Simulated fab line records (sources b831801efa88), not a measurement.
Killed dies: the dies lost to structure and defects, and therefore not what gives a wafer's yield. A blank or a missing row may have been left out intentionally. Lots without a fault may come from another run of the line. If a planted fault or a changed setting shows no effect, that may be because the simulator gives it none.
fab line records	flow sky130
[record] lots = 5	wafers = 15	lastDay = 49
route steps=708 shown DNWELL@35 PWDE@45
lots that met no fault: taken from a fault-free run of the same line
startH: hours from the record's first day to the start of the lot's first wafer shown	waitH: hours elapsed since this lot's preceding step	" repeats the value in the row above	L1.1+2: a row that stands for several wafers	- either no value or no given start	* or withheld: withheld	< > ~ a bound
route shown NAME@n: names a module that has steps shown in the file, with the first one's number in the route	usual: mean/standard deviation taken from wafers without a fault	same: alike in all rows	chamber/n: place in a boat	sites: readings site by site	_std_site: their standard deviation	_edge_site: inner sites' mean taken away from outer sites' mean	radiusMm: how far each site lies from the wafer's centre	mask NAME#n: copy n	behind: the last tool/chamber to shape the wafer	hold: reason for holding the lot/hours on hold/outcome of the hold	device: transistor that didn't switch, given as n, p or np	end of line: tests of these same wafers at the route's end	where a step has no rows: the recipe by itself	killed: dies that structure and defects cost at the first sort, which is not the same as the wafer's yield	map: per-die view of a wafer (x killed, . not killed, _ where there is no die)
set.NAME: the run value of the setting; set.NAME@STEP: its run value at that earlier step	model.NAME: the simulator's own value behind a step, which no gauge read
lots at some steps of the route; a table a step, a row a wafer
services: the hour from which a tool's chamber was out of use, counted from the record's first day as startH (under 0 if before that day), plus the number of hours and why
[[steps]]
[step SKY_DNWELL_DEHYDRATE_00]
[recipe] tempC = 200	timeS = 60
[usual] heaterPowerTotalW = 160.34/0.13	resistLineTempC = 23.00/0.11
lot.wafer	tool	chamber	startH	waitH	heaterPowerTotalW	resistLineTempC
L078.1	lithoTrack-03	0	66.16	7.4	160.32	22.94
L078.4	"	0	"	"	160.52	22.97
L078.6	"	0	"	"	160.51	23.09
L079.1	lithoTrack-01	0	72.78	6.6	160.25	23.04
L079.4	"	0	"	"	160.31	22.76
L079.6	"	0	"	"	160.31	23.03
L087.2	lithoTrack-02	0	112.39	7.7	160.21	22.95
L087.3	"	0	"	"	160.36	22.88
L087.6	"	0	"	"	160.31	22.95
L090.1	lithoTrack-03	0	131.91	8.3	160.19	23.01
L090.2	"	0	"	"	160.58	22.96
L090.4	"	0	"	"	160.36	23.10
L095.1	lithoTrack-03	0	157.26	9.5	160.34	23.18
L095.2	"	0	"	"	160.33	23.00
L095.4	"	0	"	"	160.21	23.15
[step SKY_DNWELL_HMDS_01]
[recipe] primeTimeS = 60	primeTempC = 120
[usual] resistLineTempC = 23.01/0.11
lot.wafer	tool	chamber	startH	waitH	resistLineTempC
L078.1	lithoTrack-03	0	66.31	0.1	23.03
L078.4	"	0	"	"	22.91
L078.6	"	0	"	"	23.02
L079.1	lithoTrack-01	0	72.93	0.1	22.75
L079.4	"	0	"	"	22.93
L079.6	"	0	"	"	22.81
L087.2	lithoTrack-02	0	112.54	0.1	23.17
L087.3	"	0	"	"	22.91
L087.6	"	0	"	"	22.99
L090.1	lithoTrack-03	0	132.06	0.1	23.20
L090.2	"	0	"	"	22.86
L090.4	"	0	"	"	22.95
L095.1	lithoTrack-03	0	157.41	0.1	23.04
L095.2	"	0	"	"	22.95
L095.4	"	0	"	"	22.89
[step SKY_DNWELL_COAT_02]
[recipe] spinRpm = 2000	resistThkNm = 3000
[usual] resistLineTempC = 23.01/0.1
lot.wafer	tool	chamber	startH	waitH	resistLineTempC
L078.1	lithoTrack-03	0	66.46	0.1	23.04
L078.4	"	0	"	"	22.94
L078.6	"	0	"	"	22.93
L079.1	lithoTrack-01	0	73.08	0.1	23.28
L079.4	"	0	"	"	23.25
L079.6	"	0	"	"	23.27
L087.2	lithoTrack-02	0	112.69	0.1	23.03
L087.3	"	0	"	"	22.99
L087.6	"	0	"	"	23.11
L090.1	lithoTrack-03	0	132.21	0.1	23.03
L090.2	"	0	"	"	23.13
L090.4	"	0	"	"	23.11
L095.1	lithoTrack-03	0	157.56	0.1	22.84
L095.2	"	0	"	"	22.86
L095.4	"	0	"	"	22.99
[step SKY_DNWELL_SOFTBAKE_03]
[recipe] tempC = 110	timeS = withheld
[usual] heaterPowerTotalW = 65.35/0.14	resistLineTempC = 23.01/0.095
lot.wafer	tool	chamber	startH	waitH	heaterPowerTotalW	resistLineTempC
L078.1	lithoTrack-03	0	66.61	0.1	65.13	22.88
L078.4	"	0	"	"	65.37	22.96
L078.6	"	0	"	"	65.57	22.90
L079.1	lithoTrack-01	0	73.23	0.1	65.17	22.83
L079.4	"	0	"	"	65.27	22.81
L079.6	"	0	"	"	65.30	22.83
L087.2	lithoTrack-02	0	112.85	0.1	65.26	23.05
L087.3	"	0	"	"	65.56	23.03
L087.6	"	0	"	"	65.29	23.06
L090.1	lithoTrack-03	0	132.36	0.1	65.33	23.16
L090.2	"	0	"	"	65.13	23.27
L090.4	"	0	"	"	65.54	22.95
L095.1	lithoTrack-03	0	157.71	0.1	65.19	23.14
L095.2	"	0	"	"	65.20	23.02
L095.4	"	0	"	"	65.46	22.92
[step SKY_DNWELL_EXPOSE_04]
[recipe] maskId = DNM	na = 0.57	targetCdNm = 3000	doseMj = 222
[usual] exposureDoseMJCm2 = 221.98/0.19
lot.wafer	tool	chamber	startH	waitH	mask	exposureDoseMJCm2
L078.1	ilineStepper-02	0	-	-	DNM#0	221.81
L078.4	"	0	"	"	DNM#0	222.04
L078.6	"	0	"	"	DNM#0	221.85
L079.1	ilineStepper-02	0	-	-	DNM#0	222.04
L079.4	"	0	"	"	DNM#0	222.01
L079.6	"	0	"	"	DNM#0	222.26
L087.2	ilineStepper-02	0	-	-	DNM#0	222.13
L087.3	"	0	"	"	DNM#0	222.17
L087.6	"	0	"	"	DNM#0	221.71
L090.1	ilineStepper-02	0	-	-	DNM#0	221.67
L090.2	"	0	"	"	DNM#0	221.77
L090.4	"	0	"	"	DNM#0	221.64
L095.1	ilineStepper-02	0	-	-	DNM#0	222.37
L095.2	"	0	"	"	DNM#0	222.04
L095.4	"	0	"	"	DNM#0	222.12
[step SKY_DNWELL_PEB_05]
[recipe] tempC = 115	timeS = withheld
[usual] heaterPowerTotalW = 69.33/0.13	resistLineTempC = 22.99/0.1
lot.wafer	tool	chamber	startH	waitH	heaterPowerTotalW	resistLineTempC
L078.1	lithoTrack-03	0	-	-	69.12	22.97
L078.4	"	0	"	"	69.53	22.82
L078.6	"	0	"	"	69.46	22.94
L079.1	lithoTrack-03	0	-	-	69.38	22.88
L079.4	"	0	"	"	69.21	22.87
L079.6	"	0	"	"	69.16	22.80
L087.2	lithoTrack-02	0	-	-	69.52	22.90
L087.3	"	0	"	"	69.36	22.91
L087.6	"	0	"	"	69.25	22.94
L090.1	lithoTrack-02	0	-	-	69.12	22.98
L090.2	"	0	"	"	69.57	23.13
L090.4	"	0	"	"	69.28	23.00
L095.1	lithoTrack-02	0	-	-	69.45	22.97
L095.2	"	0	"	"	69.46	23.02
L095.4	"	0	"	"	69.31	23.03
[step SKY_DNWELL_DEVELOP_06]
[recipe] wallAngleDeg = 90	developer = TMAH	developTimeS = 60	devTempC = 23
[usual] resistLineTempC = 22.98/0.1
lot.wafer	tool	chamber	startH	waitH	resistLineTempC
L078.1	lithoTrack-03	0	-	-	22.96
L078.4	"	0	"	"	23.02
L078.6	"	0	"	"	22.93
L079.1	lithoTrack-03	0	-	-	23.15
L079.4	"	0	"	"	23.04
L079.6	"	0	"	"	23.08
L087.2	lithoTrack-02	0	-	-	22.92
L087.3	"	0	"	"	22.94
L087.6	"	0	"	"	22.84
L090.1	lithoTrack-02	0	-	-	23.01
L090.2	"	0	"	"	23.07
L090.4	"	0	"	"	23.06
L095.1	lithoTrack-02	0	-	-	23.02
L095.2	"	0	"	"	22.93
L095.4	"	0	"	"	23.02
[step SKY_DNWELL_IMPLANT_07]
[recipe] species = P	energyKev = withheld	doseCm2 = withheld	tiltDeg = withheld
lot.wafer	tool	chamber	startH	waitH
L078.1+4+6	implanter-01	0	74.51	-
L079.1+4+6	implanter-04	0	82.01	-
L087.2+3+6	implanter-02	0	122.09	-
L090.1+2+4	implanter-04	0	141.81	-
L095.1+2+4	implanter-01	0	167.61	-
[step SKY_DNWELL_STRIP_08]
[recipe] chemistry = O2/N2	powerW = 1400	pressureMtorr = 1500	platenTempC = withheld	o2FlowSccm = 3000	n2FlowSccm = 300	overashFraction = 0.5
[usual] chamberPressureMTorr = 1500.0/1.4	drypumpMotorCurrentA = 5.6/0.67	o2FlowSccm = 3000/8.7	oesProductAu = 0.723/0.0047	stripTimeToEndpointS = 36.92/0.1
lot.wafer	tool	chamber	startH	waitH	chamberPressureMTorr	drypumpMotorCurrentA	o2FlowSccm	oesProductAu	rfHoursCounterH	stripTimeToEndpointS
L078.1	plasmaAsher-01	0	74.66	0.1	1497.5	5.2	2988	0.721	27	36.84
L078.4	"	0	"	"	1498.6	5.2	2999	0.733	-	36.80
L078.6	"	0	"	"	1500.4	5.2	2989	0.727	-	36.81
L079.1	plasmaAsher-02	1	82.16	0.1	1499.4	4.8	3016	0.725	38	36.81
L079.4	"	0	"	"	1499.8	6.4	3001	0.721	-	36.84
L079.6	"	0	"	"	1501.2	6.4	3017	0.719	-	36.70
L087.2	plasmaAsher-02	0	122.22	0.1	1499.0	6.4	3002	0.722	42	36.91
L087.3	"	1	"	"	1501.2	4.9	3004	0.729	-	36.82
L087.6	"	1	"	"	1499.0	4.9	2994	0.719	-	36.80
L090.1	plasmaAsher-03	0	141.96	0.1	1502.0	6.3	2997	0.726	47	36.97
L090.2	"	1	"	"	1499.8	4.9	2985	0.724	47	36.87
L090.4	"	0	"	"	1503.9	6.3	2994	0.726	-	36.96
L095.1	plasmaAsher-03	1	167.76	0.1	1501.3	4.9	2999	0.731	50	36.63
L095.2	"	0	"	"	1497.6	6.3	3013	0.726	50	36.87
L095.4	"	1	"	"	1499.9	4.9	2995	0.717	-	36.83
[step SKY_DNWELL_TW_MEAS_09]
[usual] DNWELL_TW = 1112/6
lot.wafer	tool	chamber	startH	waitH	DNWELL_TW
L078.1	filmMetro-01	-	74.76	0.1	1114
L078.4	"	-	"	"	1112
L078.6	"	-	"	"	1113
L079.1	filmMetro-01	-	82.26	0.1	1108
L079.4	"	-	"	"	1112
L079.6	"	-	"	"	1109
L087.2	filmMetro-01	-	122.33	0.1	1103
L087.3	"	-	"	"	1109
L087.6	"	-	"	"	1105
L090.1	filmMetro-02	-	142.06	0.1	1115
L090.2	"	-	"	"	1113
L090.4	"	-	"	"	1109
L095.1	filmMetro-02	-	167.86	0.1	1118
L095.2	"	-	"	"	1112
L095.4	"	-	"	"	1113
[step SKY_PWDE_DEHYDRATE_00]
[recipe] tempC = 200	timeS = 60
[usual] heaterPowerTotalW = 160.37/0.13	resistLineTempC = 23.01/0.1
lot.wafer	tool	chamber	startH	waitH	heaterPowerTotalW	resistLineTempC
L078.1	lithoTrack-03	0	82.61	7.8	160.28	23.01
L078.4	"	0	"	"	160.38	23.02
L078.6	"	0	"	"	160.50	22.83
L079.1	lithoTrack-04	0	89.84	7.6	160.41	22.96
L079.4	"	0	"	"	160.34	23.12
L079.6	"	0	"	"	160.22	22.99
L087.2	lithoTrack-04	0	130.41	8.1	160.55	22.93
L087.3	"	0	"	"	160.48	22.91
L087.6	"	0	"	"	160.17	22.92
L090.1	lithoTrack-04	0	151.54	9.5	160.20	22.88
L090.2	"	0	"	"	160.42	23.14
L090.4	"	0	"	"	160.50	22.97
L095.1	lithoTrack-02	0	177.81	9.9	160.31	22.78
L095.2	"	0	"	"	160.44	23.04
L095.4	"	0	"	"	160.60	23.03
[step SKY_PWDE_HMDS_01]
[recipe] primeTimeS = 60	primeTempC = 120
[usual] resistLineTempC = 23.00/0.096
lot.wafer	tool	chamber	startH	waitH	resistLineTempC
L078.1	lithoTrack-03	0	82.76	0.1	22.93
L078.4	"	0	"	"	22.85
L078.6	"	0	"	"	22.99
L079.1	lithoTrack-04	0	89.99	0.1	22.98
L079.4	"	0	"	"	23.24
L079.6	"	0	"	"	22.96
L087.2	lithoTrack-04	0	130.56	0.1	22.89
L087.3	"	0	"	"	22.92
L087.6	"	0	"	"	22.88
L090.1	lithoTrack-04	0	151.69	0.1	23.20
L090.2	"	0	"	"	23.03
L090.4	"	0	"	"	23.15
L095.1	lithoTrack-02	0	177.96	0.1	23.02
L095.2	"	0	"	"	23.00
L095.4	"	0	"	"	22.84
[step SKY_PWDE_COAT_02]
[recipe] spinRpm = 2000	resistThkNm = 3000
[usual] resistLineTempC = 23.00/0.099
lot.wafer	tool	chamber	startH	waitH	resistLineTempC
L078.1	lithoTrack-03	0	82.91	0.1	23.15
L078.4	"	0	"	"	23.11
L078.6	"	0	"	"	23.18
L079.1	lithoTrack-04	0	90.14	0.1	22.99
L079.4	"	0	"	"	22.99
L079.6	"	0	"	"	23.01
L087.2	lithoTrack-04	0	130.71	0.1	23.03
L087.3	"	0	"	"	23.10
L087.6	"	0	"	"	23.11
L090.1	lithoTrack-04	0	151.84	0.1	22.96
L090.2	"	0	"	"	22.99
L090.4	"	0	"	"	22.92
L095.1	lithoTrack-02	0	178.11	0.1	22.85
L095.2	"	0	"	"	22.93
L095.4	"	0	"	"	22.92
[step SKY_PWDE_SOFTBAKE_03]
[recipe] tempC = 110	timeS = withheld
[usual] heaterPowerTotalW = 65.33/0.14	resistLineTempC = 23.03/0.11
lot.wafer	tool	chamber	startH	waitH	heaterPowerTotalW	resistLineTempC
L078.1	lithoTrack-03	0	83.06	0.1	65.40	23.26
L078.4	"	0	"	"	65.27	23.14
L078.6	"	0	"	"	65.48	23.06
L079.1	lithoTrack-04	0	90.29	0.1	65.20	22.83
L079.4	"	0	"	"	65.31	22.76
L079.6	"	0	"	"	65.21	22.96
L087.2	lithoTrack-04	0	130.87	0.1	65.12	23.24
L087.3	"	0	"	"	65.50	23.33
L087.6	"	0	"	"	65.19	23.07
L090.1	lithoTrack-04	0	151.99	0.1	65.37	22.83
L090.2	"	0	"	"	65.13	23.01
L090.4	"	0	"	"	65.52	22.98
L095.1	lithoTrack-02	0	178.26	0.1	65.10	23.09
L095.2	"	0	"	"	65.48	23.09
L095.4	"	0	"	"	65.36	22.97
[step SKY_PWDE_EXPOSE_04]
[recipe] maskId = PWDEM	na = 0.6	sourceShape = conventional	sigmaOuter = 0.6	polarization = unpolarized	targetCdNm = 840	doseMj = 214
[usual] exposureDoseMJCm2 = 214.00/0.22
lot.wafer	tool	chamber	startH	waitH	mask	exposureDoseMJCm2
L078.1	ilineStepper-02	0	-	-	PWDEM#0	214.00
L078.4	"	0	"	"	PWDEM#0	213.99
L078.6	"	0	"	"	PWDEM#0	213.82
L079.1	ilineStepper-02	0	-	-	PWDEM#0	213.72
L079.4	"	0	"	"	PWDEM#0	213.48
L079.6	"	0	"	"	PWDEM#0	214.05
L087.2	ilineStepper-02	0	-	-	PWDEM#0	213.76
L087.3	"	0	"	"	PWDEM#0	213.66
L087.6	"	0	"	"	PWDEM#0	213.87
L090.1	ilineStepper-01	0	-	-	PWDEM#0	213.76
L090.2	"	0	"	"	PWDEM#0	213.36
L090.4	"	0	"	"	PWDEM#0	213.69
L095.1	ilineStepper-01	0	-	-	PWDEM#0	213.73
L095.2	"	0	"	"	PWDEM#0	213.87
L095.4	"	0	"	"	PWDEM#0	213.92
[[services]]
tool	chamber	startH	hours	kind
implanter-02	-	49.73	4.5	pm
ilineStepper-02	0	52.53	-	calibration
ilineStepper-02	-	58.71	1.7	pm
ilineStepper-01	-	71.08	1.4	repair
ilineStepper-01	-	79.56	1.7	pm
ilineStepper-01	-	82.06	8.2	repair
implanter-04	-	82.60	0.7	repair
implanter-01	-	94.78	8.4	repair
implanter-01	-	122.25	1.6	repair
lithoTrack-04	-	131.23	-	consumableReplace:filter
implanter-04	-	136.49	4.0	repair
implanter-04	-	147.27	163.1	pm
plasmaAsher-02	-	155.94	14.6	pm
ilineStepper-02	-	164.18	1.0	repair
plasmaAsher-03	-	170.99	1.3	repair
[[key]]
fault none
